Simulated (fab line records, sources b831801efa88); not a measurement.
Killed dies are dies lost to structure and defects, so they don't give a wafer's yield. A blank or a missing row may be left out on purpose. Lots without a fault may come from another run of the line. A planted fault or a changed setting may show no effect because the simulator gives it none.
fab line records | flow sky130
record lots=6 wafers=18 last_day=50
route steps=708 shown METAL1@451 VIA1@458 PAD_OPEN@708
lots that met no fault: from a run of the same line without faults
start_h: hours from the record's first day to the start of the lot's first wafer shown | wait_h: hours since the lot's step before | " the same as in the row above | L1.1+2: a row that stands for several wafers | - no value, or no start given | * or withheld: withheld | < > ~ a bound
route shown NAME@n: a module of which the file shows steps, and the number in the route of the first | usual: mean/standard deviation of fault-free wafers | same: alike in all rows | chamber/n: place in a boat | sites: the reading at each site | _std_site: their standard deviation | _edge_site: outer sites' mean less inner sites' | radius_mm: how far each site lies from the wafer's centre | mask NAME#n: copy n | behind: the tool/chamber that last shaped the wafer | hold: why the lot was held/for how many hours/how that ended | device: the transistor (n, p or np) that didn't switch | end of line: the same wafers' tests at the end of the route | a step without rows: its recipe alone | killed: dies lost to structure and defects at the first sort, not the wafer's yield | map: a wafer's dies, x killed, . not, _ none there
set.NAME: the setting as run; set.NAME@STEP: as run at that earlier step | model.NAME: the simulator's own value behind a step, which no gauge read
lots at some steps of the route; a table a step, a row a wafer
services: from which hour (start_h, from the record's first day; less than 0 if before it) a tool's chamber was out of use, for how many hours, and why
## steps
# step SKY_METAL1_DESCUM_17
# recipe chemistry=O2 source_power_w=150 bias_power_w=0 pressure_mtorr=10 temp_c=40 time_s=8
# usual drypump_motor_current_A=5.8/0.48 oes_product_au=0.999/0.0099
# columns lot.wafer tool chamber start_h wait_h drypump_motor_current_A oes_product_au rf_hours_counter_h
L219.1 rie_metal-04 0 791.09 0.0 5.8 0.993 0
L219.4 " 0 " " 5.8 0.987 -
L219.6 " 0 " " 5.8 0.998 -
L228.1 rie_metal-04 0 849.84 0.0 5.9 1.010 3
L228.2 " 1 " " 5.3 1.008 8
L228.4 " 0 " " 5.8 1.009 -
L231.1 rie_metal-04 0 878.74 0.0 5.8 0.997 4
L231.4 " 1 " " 5.3 1.003 -
L231.5 " 1 " " 5.3 0.997 -
L232.1 rie_metal-02 0 892.32 0.0 6.5 1.003 10
L232.2 " 1 " " 5.6 1.027 12
L232.3 " 1 " " 5.6 1.015 -
L238.1 rie_metal-02 0 914.69 0.0 6.5 1.012 11
L238.3 " 1 " " 5.6 1.022 -
L238.6 " 0 " " 6.5 1.008 -
L239.1 rie_metal-03 0 919.69 0.0 5.2 1.011 11
L239.2 " 1 " " 6.1 0.993 17
L239.5 " 1 " " 6.2 0.994 -
# step SKY_METAL1_ETCH_18
# recipe chemistry=N2/H2 target=BARC ion_energy_ev=200 bias_w=100 pressure_mtorr=30 n2_flow_sccm=100 h2_flow_sccm=200 icp_w=500 stop_on=SiO2 time_s=45.9 target_depth_a=600
# usual drypump_motor_current_A=5.8/0.48 oes_product_au=0.855/0.0049 throttle_valve_pct=13.224/0.0096
# columns lot.wafer tool chamber start_h wait_h drypump_motor_current_A oes_product_au rf_hours_counter_h throttle_valve_pct
L219.1 rie_metal-04 0 791.12 0.0 5.8 0.856 0 13.212
L219.4 " 0 " " 5.9 0.864 - 13.244
L219.6 " 0 " " 5.8 0.858 - 13.218
L228.1 rie_metal-04 0 849.87 0.0 5.8 0.854 3 13.219
L228.2 " 1 " " 5.3 0.857 8 13.214
L228.4 " 0 " " 5.8 0.857 - 13.212
L231.1 rie_metal-04 0 878.77 0.0 5.8 0.864 4 13.229
L231.4 " 1 " " 5.4 0.856 - 13.222
L231.5 " 1 " " 5.4 0.852 - 13.238
L232.1 rie_metal-02 0 892.36 0.0 6.5 0.855 10 13.215
L232.2 " 1 " " 5.6 0.856 12 13.215
L232.3 " 1 " " 5.6 0.858 - 13.228
L238.1 rie_metal-02 0 914.72 0.0 6.5 0.849 11 13.229
L238.3 " 1 " " 5.6 0.856 - 13.226
L238.6 " 0 " " 6.5 0.841 - 13.225
L239.1 rie_metal-03 0 919.72 0.0 5.2 0.863 11 13.240
L239.2 " 1 " " 6.1 0.849 17 13.209
L239.5 " 1 " " 6.2 0.857 - 13.225
# step SKY_METAL1_METAL_ETCH_19
# recipe target_depth_a=3600 stop_on=SiO2 over_etch_frac=0.3 time_s=78 chemistry=Cl2/BCl3 resist_sidewall_deg=88 pressure_mtorr=10 icp_w=900 bias_w=48.5 Cl2_flow_sccm=60 bcl3_flow_sccm=30
# usual bcl3_flow_sccm=30.01/0.094 drypump_motor_current_A=5.8/0.48 oes_product_au=0.854/0.0061 throttle_valve_pct=22.265/0.0097
# columns lot.wafer tool chamber start_h wait_h bcl3_flow_sccm drypump_motor_current_A oes_product_au rf_hours_counter_h throttle_valve_pct
L219.1 rie_metal-04 0 791.18 0.0 30.05 5.8 0.862 0 22.267
L219.4 " 0 " " 30.09 5.8 0.859 - 22.261
L219.6 " 0 " " 29.92 5.8 0.861 - 22.269
L228.1 rie_metal-04 0 849.93 0.0 30.12 5.8 0.852 3 22.244
L228.2 " 1 " " 30.17 5.3 0.860 8 22.276
L228.4 " 0 " " 30.16 5.8 0.842 - 22.274
L231.1 rie_metal-04 0 878.83 0.0 30.03 5.8 0.861 4 22.266
L231.4 " 1 " " 30.06 5.4 0.860 - 22.256
L231.5 " 1 " " 29.91 5.3 0.860 - 22.267
L232.1 rie_metal-02 0 892.42 0.0 30.01 6.5 0.854 10 22.258
L232.2 " 1 " " 29.97 5.6 0.853 12 22.256
L232.3 " 1 " " 29.96 5.6 0.857 - 22.273
L238.1 rie_metal-02 0 914.78 0.0 29.81 6.5 0.850 11 22.271
L238.3 " 1 " " 30.04 5.6 0.861 - 22.269
L238.6 " 0 " " 29.91 6.5 0.856 - 22.277
L239.1 rie_metal-03 0 919.78 0.0 30.00 5.2 0.850 11 22.273
L239.2 " 1 " " 29.98 6.2 0.867 17 22.253
L239.5 " 1 " " 30.02 6.1 0.851 - 22.262
# step SKY_METAL1_STRIP_20
# recipe chemistry=O2/N2 power_w=1400 pressure_mtorr=1500 platen_temp_c=withheld o2_flow_sccm=3000 n2_flow_sccm=300 overash_fraction=0.5
# usual drypump_motor_current_A=5.59/0.21 oes_product_au=0.343/0.0054 strip_time_to_endpoint_s=2.71/0.045
# columns lot.wafer tool chamber start_h wait_h drypump_motor_current_A oes_product_au rf_hours_counter_h strip_time_to_endpoint_s
L219.1 plasma_asher-03 1 791.27 0.1 5.79 0.351 96 2.75
L219.4 " 0 " " 5.28 0.342 - 2.76
L219.6 " 0 " " 5.25 0.353 - 2.75
L228.1 plasma_asher-03 1 850.02 0.1 5.77 0.338 102 2.71
L228.2 " 0 " " 5.28 0.342 102 2.74
L228.4 " 0 " " 5.26 0.347 - 2.69
L231.1 plasma_asher-03 0 878.92 0.1 5.25 0.352 105 2.76
L231.4 " 1 " " 5.80 0.355 - 2.76
L231.5 " 0 " " 5.28 0.352 - 2.74
L232.1 plasma_asher-04 1 892.51 0.1 5.91 0.354 46 2.65
L232.2 " 0 " " 5.64 0.333 46 2.63
L232.3 " 0 " " 5.64 0.343 - 2.65
L238.1 plasma_asher-04 0 914.87 0.1 5.64 0.348 48 2.70
L238.3 " 1 " " 5.92 0.342 - 2.65
L238.6 " 0 " " 5.65 0.345 - 2.68
L239.1 plasma_asher-03 1 919.87 0.1 5.76 0.336 109 2.68
L239.2 " 0 " " 5.27 0.340 109 2.79
L239.5 " 0 " " 5.30 0.347 - 2.74
# step SKY_METAL1_STRIP_21
# recipe chemistry=post_etch_residue_remover time_s=1200 temp_c=72.5
# step SKY_METAL1_CLEAN_22
# recipe chemistry=IPA time_s=180 temp_c=25
# step SKY_METAL1_CLEAN_23
# recipe chemistry=O3/DIW dry=n2_spin
# step SKY_VIA1_HDPCVD_00
# recipe material=SiO2 target_thk_nm=1030 sigma_open_frac=0.3 time_s=171.7 temp_c=400 sih4_flow_sccm=60 pressure_mtorr=6
# step SKY_VIA1_THK_MEAS_01
# recipe reads=SiO2_of_VIA1_HDPCVD_00
# usual VIA1_HDPCVD_THK=1030/12
# columns lot.wafer tool chamber start_h wait_h VIA1_HDPCVD_THK[nm]
L219.1 film_metro-04 - 792.00 0.1 1036
L219.4 " - " " 1040
L219.6 " - " " 1010
L228.1 film_metro-03 - 850.73 0.1 1043
L228.2 " - " " 1034
L228.4 " - " " 1039
L231.1 film_metro-04 - 879.62 0.1 1029
L231.4 " - " " 1036
L231.5 " - " " 1036
L232.1 film_metro-04 - 893.21 0.1 1010
L232.2 " - " " 1027
L232.3 " - " " 1044
L238.1 film_metro-01 - 915.61 0.1 1041
L238.3 " - " " 1024
L238.6 " - " " 1033
L239.1 film_metro-04 - 920.61 0.1 1034
L239.2 " - " " 1020
L239.5 " - " " 991
# step SKY_VIA1_CMP_02
# recipe material=SiO2 down_force_psi=4 platen_rpm=61.26 pad_velocity_m_s=0.94248
# usual motor_current_A=12.3/1.1 platen_rpm=61.26/0.047 slurry_filter_dp_kPa=13.51/0.13
# columns lot.wafer tool chamber start_h wait_h motor_current_A platen_rpm slurry_filter_dp_kPa
L219.4 cmp-01 2 792.11 0.1 10.8 61.30 13.54
L219.1 " 3 " " 13.7 61.18 13.34
L219.6 " 2 " " 11.6 61.32 13.58
L228.4 cmp-01 3 850.84 0.1 12.0 61.35 13.31
L228.1 " 0 " " 13.0 61.27 13.43
L228.2 " 1 " " 13.9 61.28 13.70
L231.4 cmp-01 2 879.73 0.1 11.1 61.21 13.45
L231.1 " 0 " " 12.2 61.26 13.42
L231.5 " 1 " " 13.3 61.29 13.32
L232.2 cmp-02 0 893.27 0.0 10.6 61.27 13.52
L232.3 " 2 " " 13.4 61.17 13.59
L232.1 " 3 " " 12.5 61.20 13.56
L238.3 cmp-02 3 915.67 0.0 12.7 61.25 13.72
L238.1 " 1 " " 11.3 61.22 13.67
L238.6 " 0 " " 10.7 61.39 13.47
L239.1 cmp-01 3 920.67 0.1 13.7 61.16 13.68
L239.2 " 2 " " 10.9 61.35 13.43
L239.5 " 0 " " 12.2 61.35 13.38
# step SKY_VIA1_BOW_MEAS_03
# recipe mode=bow
# usual VIA1_BOW=81/7.7
# columns lot.wafer tool chamber start_h wait_h VIA1_BOW[um]
L219.1 film_metro-01 - 792.36 0.1 81
L219.4 " - " " 78
L219.6 " - " " 93
L228.1 film_metro-04 - 851.09 0.1 80
L228.2 " - " " 92
L228.4 " - " " 86
L231.1 film_metro-03 - 879.98 0.1 62
L231.4 " - " " 88
L231.5 " - " " 77
L232.1 film_metro-04 - 893.57 0.1 76
L232.2 " - " " 88
L232.3 " - " " 95
L238.1 film_metro-03 - 915.97 0.1 89
L238.3 " - " " 81
L238.6 " - " " 89
L239.1 film_metro-03 - 920.97 0.2 77
L239.2 " - " " 83
L239.5 " - " " 76
# step SKY_VIA1_DEHYDRATE_04
# recipe temp_c=200 time_s=60
# step SKY_VIA1_HMDS_05
# recipe prime_time_s=60 prime_temp_c=120
# usual prime_temp_c=119.99/0.13
# columns lot.wafer tool chamber start_h wait_h prime_temp_c
L219.1 litho_track-04 0 805.12 0.1 119.87
L219.4 " 0 " " 119.83
L219.6 " 0 " " 119.79
L228.1 litho_track-02 0 862.96 0.1 120.04
L228.2 " 0 " " 119.88
L228.4 " 0 " " 119.83
L231.1 litho_track-02 0 891.51 0.1 122.86
L231.4 " 0 " " 122.65
L231.5 " 0 " " 122.86
L232.1 litho_track-02 0 906.01 0.1 123.12
L232.2 " 0 " " 123.01
L232.3 " 0 " " 122.96
L238.1 litho_track-01 0 927.78 0.1 119.97
L238.3 " 0 " " 119.67
L238.6 " 0 " " 119.73
L239.1 litho_track-01 0 933.08 0.1 119.96
L239.2 " 0 " " 120.00
L239.5 " 0 " " 119.98
# step SKY_VIA1_COAT_06
# recipe resist=BARC temp_c=withheld time_s=withheld spin_rpm=3000 resist_thk_nm=60
# step SKY_PAD_OPEN_PROBE_99
# usual defect_limited_yield=82.7/1.8 killed_at_M0_to_M3=42/7.5 killed_at_M4_up=3.2/1.7 killed_at_contacts=24/5.1 killed_at_front_end=15/4.1 killed_at_other=0.3/0.58 killed_dies=85/8.9 killed_open=46/6.4 killed_short=39/6 sort_bin_3_pad_short=0.9/0.4 sort_bin_5_function=10.1/1.6 sort_bin_6_memory=6.3/1 sort_n_pass=407/9 sort_yield_pct=82.7/1.8
# same gross_dies=492 killed_at_back_side=0 sort_bin_4_leakage[%]=0 sort_bin_8_speed[%]=0
# columns lot.wafer tool chamber start_h wait_h defect_limited_yield[%] killed_at_M0_to_M3 killed_at_M4_up killed_at_contacts killed_at_front_end killed_at_other killed_dies killed_open killed_short sort_bin_3_pad_short[%] sort_bin_5_function[%] sort_bin_6_memory[%] sort_n_pass sort_yield_pct[%]
L239.1 prober-01 - 1189.54 0.1 82.7 42 3 27 13 0 85 51 34 0.6 9.8 6.9 407 82.7
L239.2 prober-01 - 1189.59 0.1 81.7 49 1 31 9 0 90 47 43 1.6 10.0 6.7 402 81.7
L239.5 prober-01 - 1189.74 0.2 85.6 48 2 10 11 0 71 36 35 0.6 7.3 6.5 421 85.6
# killed by level:class
L239.1 VIA3:geometric_particle:open=11 CONTACT:geometric_particle:open=9 LOCAL_INTERCONNECT:geometric_particle:short=7 VIA1:geometric_particle:open=7 VIA2:geometric_particle:open=7 LI_CONTACT:geometric_particle:open=6 FIELD_ISO:geometric_particle:open=5 VIA3:geometric_particle:short=5
L239.2 VIA1:geometric_particle:open=14 CONTACT:geometric_particle:open=12 METAL1:geometric_particle:short=10 VIA3:geometric_particle:open=7 LI_CONTACT:geometric_particle:open=6 CONTACT:geometric_particle:short=5 VIA1:geometric_particle:short=5 POLY_GATE:geometric_particle:open=4
L239.5 VIA1:geometric_particle:open=13 METAL1:geometric_particle:short=8 VIA3:geometric_particle:open=8 METAL3:geometric_particle:short=6 CONTACT:geometric_particle:open=5 FIELD_ISO:geometric_particle:short=3 LOCAL_INTERCONNECT:geometric_particle:short=3 VIA1:geometric_particle:short=3
## services
# columns tool chamber start_h hours kind
plasma_asher-03 - 803.37 1.1 repair
cmp-02 - 811.72 0.6 repair
cmp-02 - 826.25 9.9 pm
rie_metal-02 1 838.82 17.5 repair
cmp-02 - 844.75 4.9 repair
cmp-01 - 916.34 4.0 pm
cmp-01 - 920.34 - consumable_replace:conditioner
cmp-01 - 920.34 - consumable_replace:pad
## key
first_sign step=SKY_VIA1_HMDS_05 reading=prime_temp_c direction=up sigmas=22 usual=* struck=*
effect none on later readings
met_at SKY_VIA1_HMDS_05
struck_wafers L231.1,L231.4,L231.5,L232.1,L232.2,L232.3
onset_between 862.96 891.51
fault kind=process_parameter_drift tool=litho_track-02 chamber=- onset_h=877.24 steps=SKY_VIA1_HMDS_05 channel=prime_temp_c offset=* shape=step end_h=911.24 acts_in=* stated=*
